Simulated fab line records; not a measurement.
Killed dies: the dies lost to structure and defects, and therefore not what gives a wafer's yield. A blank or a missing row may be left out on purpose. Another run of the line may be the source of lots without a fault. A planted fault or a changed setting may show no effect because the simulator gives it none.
2 desks looking at one fault / flow gf180mcu / what lay behind the numbers comes last; until then each desk has only its own

## FROM THE METROLOGY DESK
What the gauges read for every lot (on any tool): the sampled wafers with a number, averaged. The brackets show how far a lot's mean lies from the usual mean; more than 4 standard deviations puts the lot out of limits, marked OUT.
Columns: A = V4_BOW at GF_V4_BOW_MEAS_05, usual 133 um; B = V4_W_RS at GF_V4_RS_MEAS_24, usual 0.327 ohm/sq; C = MIM_CVD_05_THK at GF_MIM_THK_MEAS_06, usual 42.1 nm
lot=L317; first seen here=day 23 04:21; A=129; B=0.324; C=41.7
lot=L318; first seen here=day 23 07:44; A=122; B=0.325; C=42.6
lot=L320; first seen here=day 24 11:22; A=142; B=0.329; C=41.8
lot=L324; first seen here=day 26 03:42; A=130; B=0.325; C=42.2
lot=L326; first seen here=day 27 00:29; A=128; B=0.322; C=42.1
lot=L327; first seen here=day 27 10:50; A=124; B=0.329; C=41.6
lot=L328; first seen here=day 27 17:56; A=143; B=0.328; C=42.0
lot=L329; first seen here=day 27 20:31; A=135; B=0.328; C=42.3
lot=L330; first seen here=day 28 04:48; A=134; B=0.327; C=43.7
lot=L331; first seen here=day 28 16:04; A=143; B=0.331; C=42.5
lot=L334; first seen here=day 29 04:49; A=131; B=0.326; C=43.4
lot=L335; first seen here=day 29 05:13; A=147; B=0.332; C=41.9
lot=L339; first seen here=day 30 04:56; A=138; B=0.326; C=42.0
This desk's verdict: no lot among the 13 shows anything out of limits.

## TOOL OWNER'S DESK, pecvd-04
The tool's own readings at GF_MIM_CVD_05 (deposits Si3N4, target thk 42 nm, time 29.086 s): means of the sampled wafers that have a number, for each lot that ran on this tool. The brackets show how far a lot's mean lies from the usual mean; more than 4 standard deviations puts the lot out of limits, marked OUT.
Columns: A = heaterPowerW at GF_MIM_CVD_05, usual 611 W
lot=L320; first seen here=day 25 10:23; A=565
lot=L326; first seen here=day 27 23:08; A=646
lot=L328; first seen here=day 28 15:08; A=554
lot=L329; first seen here=day 28 18:28; A=610
lot=L330; first seen here=day 29 01:53; A=565
lot=L334; first seen here=day 30 01:34; A=644
This desk's verdict: no lot among the 6 shows anything out of limits.

## TAKEN TOGETHER
The metrology desk saw nothing out of limits.
Nothing out of limits was seen by the tool owner's desk.

## WHAT THE SIMULATOR HAD PUT IN
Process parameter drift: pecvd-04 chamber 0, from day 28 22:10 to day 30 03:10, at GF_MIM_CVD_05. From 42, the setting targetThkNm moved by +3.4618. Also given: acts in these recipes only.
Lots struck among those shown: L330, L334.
